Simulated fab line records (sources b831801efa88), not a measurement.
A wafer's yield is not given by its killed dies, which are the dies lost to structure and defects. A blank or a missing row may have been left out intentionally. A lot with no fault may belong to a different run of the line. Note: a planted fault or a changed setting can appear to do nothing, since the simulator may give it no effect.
A lot that was struck, set against a sound lot + flow sky130 + 14 out of 708 route steps
Sound: wafers L262.2, L262.3, L262.4. Wafers L261.1, L261.4, L261.5 were the ones struck. The cause is named last.
For every step that has rows: the tool of each side, followed by ch and its chambers, followed by its first start. Under that, the readings that differ: sound wafers + struck wafers + difference of the means + sigmas: that difference in standard deviations of wafers without a fault.
alike: readings with means less than 2 such deviations apart, plus words and numbers identical on both sides. not compared: withheld readings, readings lacking a value on some wafer, bounds such as >300 that could conceal the same value, and numbers that have no deviation in the record and whose values overlap.
A row with sigmas, a row that says differs or no value, or rows on one side alone: a step with any of these is where the two part. Numbers that don't overlap but have no deviation are shown without sigmas and don't part them. A reading missing from all wafers of one side parts the sides only when that side holds two or more wafers.

first, 1 step without rows for these wafers: SKY_CAP2M_DEVELOP_11 (develop time 60 s).
SKY_CAP2M_OVL_MEAS_12:
  sound on overlay-01 at day 46 13:01; struck on overlay-01 at day 46 04:05
  alike: CAP2M_OVL
SKY_CAP2M_METAL_ETCH_13: etches TiN in Cl2/BCl3, stops on SiO2, target depth 220 nm, time 62.9 s.
  sound on rie-metal-01 ch 0,1, day 46 13:03; struck on rie-metal-04 ch 0,1, day 46 04:08
  alike: drypump-motor-current-A, oes-product-au, throttle-valve-pct
  not compared: rf-hours-counter-h
SKY_CAP2M_STRIP_14: strips in O2/N2.
  sound on plasma-asher-04 ch 0,1, day 46 13:08; struck on plasma-asher-04 ch 0, day 46 04:13
| reading                      | sound             | struck            | difference | sigmas |
|------------------------------|-------------------|-------------------|------------|--------|
| strip-time-to-endpoint-s (s) | 12.69 12.69 12.70 | 12.56 12.59 12.63 | -0.10      | -3     |
  alike: drypump-motor-current-A, oes-product-au
  not compared: rf-hours-counter-h
then, 8 steps without rows for these wafers: SKY_CAP2M_STRIP_15 (strips in post etch residue remover, time 1200 s); SKY_CAP2M_CLEAN_16 (cleans in IPA, time 180 s); SKY_CAP2M_CLEAN_17 (cleans in O3/DIW); SKY_METAL4_DEHYDRATE_05 (time 60 s); SKY_METAL4_HMDS_06 (prime time 60 s); SKY_METAL4_COAT_07 (resist thk 60 nm); SKY_METAL4_COAT_08 (resist thk 1140 nm); SKY_METAL4_SOFTBAKE_09 (time 90 s).
SKY_METAL4_EXPOSE_10: exposes mask MM4, target cd 300 nm.
  sound on krf-scanner-02 ch 0, day 47 00:04; struck on krf-scanner-02, day 46 15:14
  no value came back on the struck wafers for exposure-dose-mJ-cm2, focus-offset-nm (nm), na; on the sound wafers exposure-dose-mJ-cm2 reads 27.96 28.01 27.98
  alike: mask
next, for these wafers, 1 step has no rows: SKY_METAL4_PEB_11.

## WHERE THEY PART
First at SKY_CAP2M_STRIP_14; last, within this record, at SKY_METAL4_EXPOSE_10.

WHY: what had been put in by the simulator
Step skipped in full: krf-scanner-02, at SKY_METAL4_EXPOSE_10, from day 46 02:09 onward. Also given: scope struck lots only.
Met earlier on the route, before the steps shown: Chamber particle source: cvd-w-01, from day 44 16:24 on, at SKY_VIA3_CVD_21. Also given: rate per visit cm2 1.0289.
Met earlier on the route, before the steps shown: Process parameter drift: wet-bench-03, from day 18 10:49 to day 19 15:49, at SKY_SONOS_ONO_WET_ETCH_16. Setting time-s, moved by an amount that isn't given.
